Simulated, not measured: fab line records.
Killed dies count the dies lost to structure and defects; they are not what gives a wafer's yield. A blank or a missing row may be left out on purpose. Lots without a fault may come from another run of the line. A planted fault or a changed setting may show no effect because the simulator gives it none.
Which tool did it? | flow gf180mcu | 24 lots with 72 wafers sampled at 6 steps, on a route of 602 steps

WHAT THE GAUGES SHOWED, per wafer
GF_STI_BOW_MEAS_00.
lot  | measured    | on           | INCOMING_BOW (um)
L074 | day 1 10:00 | filmMetro-03 | 4 1 -3
L075 | day 1 15:00 | filmMetro-04 | -14 -3 -4
L076 | day 1 20:00 | filmMetro-01 | -6 9 -4
L077 | day 2 01:01 | filmMetro-03 | -4 1 0
L078 | day 2 06:00 | filmMetro-03 | 11 5 3
L079 | day 2 11:00 | filmMetro-01 | 0 -3 3
L080 | day 2 16:00 | filmMetro-03 | -5 -2 -5
L081 | day 2 21:01 | filmMetro-04 | 1 -3 2
L082 | day 3 02:00 | filmMetro-01 | -9 -5 5
L083 | day 3 07:00 | filmMetro-01 | -7 -10 -5
L084 | day 3 12:04 | filmMetro-01 | 6 2 -12
L085 | day 3 17:00 | filmMetro-03 | -7 -3 7
L086 | day 3 22:02 | filmMetro-04 | -1 -11 -5
L087 | day 4 03:00 | filmMetro-04 | -3 8 7
L088 | day 4 08:01 | filmMetro-04 | 1 -4 2
L089 | day 4 13:01 | filmMetro-01 | 12 -1 -3
L090 | day 4 18:02 | filmMetro-01 | -2 0 -3
L091 | day 4 23:00 | filmMetro-03 | 1 -3 -4
L092 | day 5 04:00 | filmMetro-01 | 4 -3 12
L093 | day 5 09:01 | filmMetro-03 | -4 5 -3
L094 | day 5 14:00 | filmMetro-03 | 3 5 4
L095 | day 5 19:00 | filmMetro-01 | -7 0 -13
L096 | day 6 00:00 | filmMetro-01 | 4 -8 8
L097 | day 6 05:00 | filmMetro-04 | -3 4 0

GF_STI_THK_MEAS_02.
lot  | measured    | on           | STI_OXIDATION_THK (nm)
L074 | day 1 11:56 | filmMetro-01 | 9.87 9.67 9.58
L075 | day 1 16:31 | filmMetro-03 | 9.57 9.51 9.63
L076 | day 1 21:31 | filmMetro-01 | 9.92 9.86 9.81
L077 | day 2 03:22 | filmMetro-03 | 10.02 9.99 9.97
L078 | day 2 07:31 | filmMetro-04 | 9.77 9.94 9.79
L079 | day 2 12:31 | filmMetro-04 | 9.71 9.51 9.68
L080 | day 2 17:46 | filmMetro-04 | 9.83 9.79 9.65
L081 | day 2 22:31 | filmMetro-01 | 9.92 9.83 9.93
L082 | day 3 03:31 | filmMetro-01 | 9.63 9.65 9.67
L083 | day 3 09:08 | filmMetro-04 | 9.69 9.72 9.50
L084 | day 3 13:32 | filmMetro-03 | 10.02 9.97 10.17
L085 | day 3 20:45 | filmMetro-03 | 9.68 9.75 9.60
L086 | day 3 23:32 | filmMetro-01 | 9.90 10.07 9.96
L087 | day 4 04:37 | filmMetro-01 | 9.73 9.71 9.85
L088 | day 4 10:42 | filmMetro-01 | 9.68 9.69 9.59
L089 | day 4 14:31 | filmMetro-04 | 9.91 9.81 9.89
L090 | day 4 19:32 | filmMetro-01 | 9.73 9.69 9.68
L091 | day 5 00:31 | filmMetro-03 | 9.53 9.59 9.43
L092 | day 5 07:21 | filmMetro-04 | 9.81 9.87 9.70
L093 | day 5 11:35 | filmMetro-04 | 9.47 9.56 9.45
L094 | day 5 15:31 | filmMetro-01 | 9.71 9.58 9.62
L095 | day 5 20:37 | filmMetro-03 | 9.63 9.47 9.54
L096 | day 6 01:31 | filmMetro-03 | 9.80 9.89 9.86
L097 | day 6 06:31 | filmMetro-03 | 9.72 10.01 9.83

GF_NWELL_OVL_MEAS_07.
lot  | measured    | on         | NWELL_OVL (nm)
L074 | day 3 09:14 | overlay-01 | 0.1 -1.3 0.9
L075 | day 3 13:40 | overlay-01 | -1.2 0.5 -1.3
L076 | day 3 20:25 | overlay-02 | 2.3 0.4 1.2
L077 | day 4 01:37 | overlay-02 | -1.2 -1.6 -0.7
L078 | day 4 08:03 | overlay-01 | 1.2 2.6 1.1
L079 | day 4 11:31 | overlay-01 | 0.4 -1.1 0.2
L080 | day 4 17:59 | overlay-01 | 3.8 1.9 0.6
L081 | day 4 23:31 | overlay-01 | 0.5 -0.5 0.0
L082 | day 5 05:54 | overlay-01 | 0.6 -1.0 -1.2
L083 | day 5 11:14 | overlay-02 | 0.1 0.3 1.3
L084 | day 5 14:09 | overlay-02 | -1.0 1.2 1.4
L085 | day 5 23:19 | overlay-01 | 0.3 1.5 -0.5
L086 | day 6 02:30 | overlay-02 | -0.9 -2.7 -1.2
L087 | day 6 08:55 | overlay-01 | 0.5 3.7 0.5
L088 | day 6 17:34 | overlay-01 | -0.3 -3.2 -1.0
L089 | day 6 19:23 | overlay-02 | 0.3 -2.4 0.8
L090 | day 7 00:12 | overlay-01 | 2.2 0.0 0.5
L091 | day 7 05:04 | overlay-02 | 1.3 -0.3 -1.7
L092 | day 7 13:38 | overlay-02 | 1.0 -1.1 1.4
L093 | day 7 18:22 | overlay-01 | -0.5 -0.7 -0.9
L094 | day 7 21:30 | overlay-01 | 0.8 -1.3 -0.5
L095 | day 8 04:11 | overlay-02 | -0.9 1.4 -0.3
L096 | day 8 09:18 | overlay-01 | 0.0 0.4 0.0
L097 | day 8 14:21 | overlay-02 | 0.7 -0.8 0.7

GF_HV_LDD_CD_MEAS_31: the cd target is 400 nm.
lot  | measured     | on       | cdNm (nm)
L074 | day 12 05:09 | cdSem-02 | 408.3 405.6 407.3
L075 | day 12 09:48 | cdSem-02 | 406.7 404.4 404.4
L076 | day 12 18:27 | cdSem-01 | 407.4 407.2 409.0
L077 | day 13 01:58 | cdSem-02 | 403.1 404.0 403.1
L078 | day 13 07:48 | cdSem-01 | 407.6 409.4 407.5
L079 | day 13 17:33 | cdSem-02 | 403.9 405.9 404.6
L080 | day 14 00:18 | cdSem-01 | 402.1 404.1 404.4
L081 | day 14 06:18 | cdSem-01 | 404.6 406.8 401.8
L082 | day 14 16:08 | cdSem-01 | 404.4 405.4 403.9
L083 | day 15 00:24 | cdSem-01 | 405.9 406.9 407.2
L084 | day 15 03:34 | cdSem-01 | 406.7 406.4 405.2
L085 | day 15 19:30 | cdSem-01 | 406.6 406.3 405.0
L086 | day 16 00:44 | cdSem-01 | 405.3 406.5 405.8
L087 | day 16 06:53 | cdSem-01 | 409.5 409.1 408.9
L088 | day 16 15:36 | cdSem-02 | 409.2 409.6 408.0
L089 | day 17 01:30 | cdSem-02 | 406.1 406.1 405.2
L090 | day 17 08:38 | cdSem-01 | 403.5 406.6 403.2
L091 | day 17 14:41 | cdSem-01 | 406.2 406.5 406.9
L092 | day 18 01:30 | cdSem-01 | 404.7 407.2 403.4
L093 | day 18 07:30 | cdSem-02 | 408.7 407.5 405.8
L094 | day 18 12:06 | cdSem-02 | 406.0 407.4 407.7
L095 | day 18 20:29 | cdSem-01 | 401.5 404.8 400.9
L096 | day 19 04:50 | cdSem-01 | 406.4 408.5 406.3
L097 | day 19 14:23 | cdSem-02 | 409.0 409.6 406.3

GF_NSD_OVL_MEAS_08.
lot  | measured     | on         | NSD_OVL (nm)
L074 | day 14 02:28 | overlay-01 | -0.4 -0.6 0.8
L075 | day 14 07:36 | overlay-01 | -0.5 1.0 0.8
L076 | day 14 16:33 | overlay-02 | -1.5 -0.1 -1.2
L077 | day 15 00:28 | overlay-01 | 0.2 0.2 0.6
L078 | day 15 06:34 | overlay-01 | 1.1 0.4 2.9
L079 | day 15 17:25 | overlay-02 | -2.7 1.3 -0.5
L080 | day 16 00:41 | overlay-02 | -0.2 0.4 -1.4
L081 | day 16 06:08 | overlay-01 | 3.3 2.8 2.2
L082 | day 16 18:39 | overlay-02 | 1.8 1.5 1.6
L083 | day 17 01:29 | overlay-02 | -2.4 -2.9 -2.1
L084 | day 17 04:41 | overlay-01 | -0.4 -0.7 -1.1
L085 | day 17 23:00 | overlay-02 | 0.0 -1.6 -0.8
L086 | day 18 03:53 | overlay-01 | 0.8 2.2 0.4
L087 | day 18 10:55 | overlay-02 | -1.1 -0.2 -1.8
L088 | day 18 19:34 | overlay-01 | 1.6 1.7 1.4
L089 | day 19 06:24 | overlay-02 | -2.1 -3.5 -2.4
L090 | day 19 14:22 | overlay-02 | -0.2 -1.1 -1.1
L091 | day 19 20:44 | overlay-02 | -0.6 0.7 -0.3
L092 | day 20 05:54 | overlay-01 | 2.0 2.9 1.5
L093 | day 20 13:40 | overlay-01 | 1.1 0.9 0.2
L094 | day 20 16:42 | overlay-02 | 0.9 -0.2 1.4
L095 | day 21 01:58 | overlay-01 | 1.1 0.2 0.4
L096 | day 21 09:36 | overlay-02 | 0.6 -0.1 0.3
L097 | day 21 18:58 | overlay-02 | 1.1 0.6 -0.1

TOOL THAT RAN EACH LOT (tool first, then ch and the chambers of the sampled wafers, then the start)
lot  | GF_MVPSD_STRIP_10
L074 | plasmaAsher-02 ch 0,1, day 5 05:50
L075 | plasmaAsher-01 ch 0,1, day 5 09:29
L076 | plasmaAsher-01 ch 0,1, day 5 16:53
L077 | plasmaAsher-03 ch 0,1, day 5 22:50
L078 | plasmaAsher-03 ch 0,1, day 6 05:43
L079 | plasmaAsher-02 ch 0,1, day 6 10:20
L080 | plasmaAsher-02 ch 0,1, day 6 17:14
L081 | plasmaAsher-02 ch 0,1, day 6 22:56
L082 | plasmaAsher-01 ch 0,1, day 7 06:47
L083 | plasmaAsher-03 ch 0,1, day 7 12:40
L084 | plasmaAsher-02 ch 0,1, day 7 15:01
L085 | plasmaAsher-01 ch 0,1, day 8 02:11
L086 | plasmaAsher-03 ch 0,1, day 8 04:49
L087 | plasmaAsher-01 ch 1, day 8 11:47
L088 | plasmaAsher-03 ch 1, day 8 21:01
L089 | plasmaAsher-03 ch 0,1, day 8 23:32
L090 | plasmaAsher-03 ch 0,1, day 9 04:33
L091 | plasmaAsher-01 ch 0,1, day 9 09:34
L092 | plasmaAsher-02 ch 0,1, day 9 19:19
L093 | plasmaAsher-02 ch 0, day 9 23:29
L094 | plasmaAsher-01 ch 0,1, day 10 03:59
L095 | plasmaAsher-03 ch 0,1, day 10 10:32
L096 | plasmaAsher-01 ch 0,1, day 10 15:35
L097 | plasmaAsher-02 ch 0,1, day 10 22:17
- GF_MVPSD_STRIP_10: strips in O2/N2.

WHAT THE TOOLS THEMSELVES READ (means of the sampled wafers that have a number; where no wafer has one, the mark that the record gives instead)
GF_MVPSD_STRIP_10.
lot  | tool           | drypumpMotorCurrentA (A) | heaterPowerW (W) | oesProductAu (a.u.) | stripTimeToEndpointS (s)
L074 | plasmaAsher-02 | 6.4                      | 334              | 0.724               | 37.04
L075 | plasmaAsher-01 | 5.4                      | 281              | 0.726               | 37.05
L076 | plasmaAsher-01 | 5.3                      | 302              | 0.722               | 37.02
L077 | plasmaAsher-03 | 5.7                      | 287              | 0.725               | 36.85
L078 | plasmaAsher-03 | 5.7                      | 286              | 0.725               | 36.99
L079 | plasmaAsher-02 | 6.2                      | 340              | 0.719               | 36.86
L080 | plasmaAsher-02 | 6.2                      | 336              | 0.722               | 36.98
L081 | plasmaAsher-02 | 6.2                      | 334              | 0.725               | 36.91
L082 | plasmaAsher-01 | 5.3                      | 297              | 0.719               | 36.96
L083 | plasmaAsher-03 | 5.8                      | 288              | 0.725               | 36.99
L084 | plasmaAsher-02 | 6.4                      | 366              | 0.728               | 37.18
L085 | plasmaAsher-01 | 5.3                      | 294              | 0.720               | 36.97
L086 | plasmaAsher-03 | 5.8                      | 291              | 0.723               | 37.16
L087 | plasmaAsher-01 | 5.1                      | 316              | 0.727               | 36.94
L088 | plasmaAsher-03 | 5.6                      | 283              | 0.720               | 37.01
L089 | plasmaAsher-03 | 5.9                      | 296              | 0.724               | 36.94
L090 | plasmaAsher-03 | 5.9                      | 296              | 0.718               | 37.23
L091 | plasmaAsher-01 | 5.3                      | 296              | 0.724               | 36.95
L092 | plasmaAsher-02 | 6.2                      | 339              | 0.719               | 36.90
L093 | plasmaAsher-02 | 6.5                      | 392              | 0.725               | 37.08
L094 | plasmaAsher-01 | 5.4                      | 280              | 0.724               | 36.94
L095 | plasmaAsher-03 | 5.9                      | 291              | 0.716               | 37.00
L096 | plasmaAsher-01 | 5.3                      | 300              | 0.721               | 36.99
L097 | plasmaAsher-02 | 6.4                      | 366              | 0.725               | 37.12

THE ANSWER, worked out from the rows above alone
Rule: usual is defined by the lots themselves. Put in order of their means at a reading, lots are off if they are a third of the lots or fewer, leave a main group of 4 or more, and stand apart from it by a gap of 3 or more times the standard deviation of the main group's means; of several such gaps the widest counts. The tables above print the reading to a certain number of digits; a main group whose means all agree to those digits is not used. Also off: a lot with no number at a reading for which 4 or more lots have one. The other lots that the step has rows for count as sound. First the gauges in route order, then the tools' own readings, where a lot's mean is used as printed above. The first step at which some lot is off is used, and at that step the reading that is off furthest; a lot without a number counts as furthest.
No lot is off at any reading shown: from this, nothing can be told.

WHAT HAD BEEN PUT IN BY THE SIMULATOR
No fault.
